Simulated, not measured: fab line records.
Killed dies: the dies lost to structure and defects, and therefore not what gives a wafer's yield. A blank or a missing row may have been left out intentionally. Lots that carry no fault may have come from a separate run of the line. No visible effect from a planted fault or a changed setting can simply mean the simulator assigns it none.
Problem report in the 8D (eight disciplines) form, filled by code :: flow sky130 :: the parts of the form that need people (team, actions taken, sign-off) are left out

1. WHAT WENT WRONG
Wafers without a fault read 159.00, standard deviation 0.16; exposure_dose_mJ_cm2 at SKY_CAP2M_EXPOSE_09 reads a mean of 156.02 on 9 wafers belonging to 3 lots. Relative to the usual mean, that is a shift of -19 standard deviations.
The step: exposes mask CAP2M, target cd 1000 nm.
The first sign was on wafer L295.1 at day 41 18:57, on iline_stepper-01. The record has a number at this step for 33 wafers belonging to 11 lots. The rule behind "out" and "out of limits": a value lying over 4 standard deviations away from the usual mean. Any other wafer with a number is counted as sound.

2. WHAT IT IS; WHAT IT IS NOT
question: which readings at this step
is: exposure_dose_mJ_cm2
is not: -

question: which lots
is: L295, L300, L301
is not: L291, L292, L296, L305, L309, L310, L313, L314

question: which wafers of those lots
is: all that have a number
is not: -

question: read on which tools
is: iline_stepper-01
is not: iline_stepper-02

question: when
is: from day 41 18:57
is not: up to then (6 sound wafers); but 18 sound wafers of L296, L305, L309, L310, L313, L314 came after

3. WHAT RULES OUT EACH SUSPECT
Counting: a tool at a process step up to the reading stays a suspect if it ran every lot that is out and no sound lot after the first of them.
- iline_stepper-01 at SKY_CAP2M_EXPOSE_09 (exposes mask CAP2M, target cd 1000 nm): kept. All lots that are out passed through it, beginning with L295 at day 41 18:57, and no sound lot followed; its final sound lot before that point was L292 at day 40 13:25. On those wafers its own readings are out: exposure_dose_mJ_cm2.
After counting, what remains is iline_stepper-01 at SKY_CAP2M_EXPOSE_09.

4. THE CAUSE (what the simulator had put in)
Process parameters drifting: iline_stepper-01 at SKY_CAP2M_EXPOSE_09, beginning at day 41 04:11. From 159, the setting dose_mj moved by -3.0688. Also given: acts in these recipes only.
After counting, this tool was the only one left.

5. THE EFFECT CHAIN, in route order
Each row: a reading whose mean over the struck wafers that have a number lies more than 3 standard deviations from the usual. Only readings for which the record gives a usual standard deviation are gone through. hours: the time from each lot's start at the first step in this table that gives one to its start at this step, as a median over the lots. sigmas: the change in usual standard deviations.
hours: 0
step: SKY_CAP2M_EXPOSE_09
reading: exposure_dose_mJ_cm2
usual: 159.00
on struck wafers: 156.02
change: -2.98
sigmas: -19
It contains these process steps:
- SKY_CAP2M_EXPOSE_09: exposes mask CAP2M, target cd 1000 nm.

6. WHAT WOULD HAVE CAUGHT IT SOONER
In this record the first reading out of limits was taken at day 41 18:57, 15 hours after the fault began at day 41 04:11.
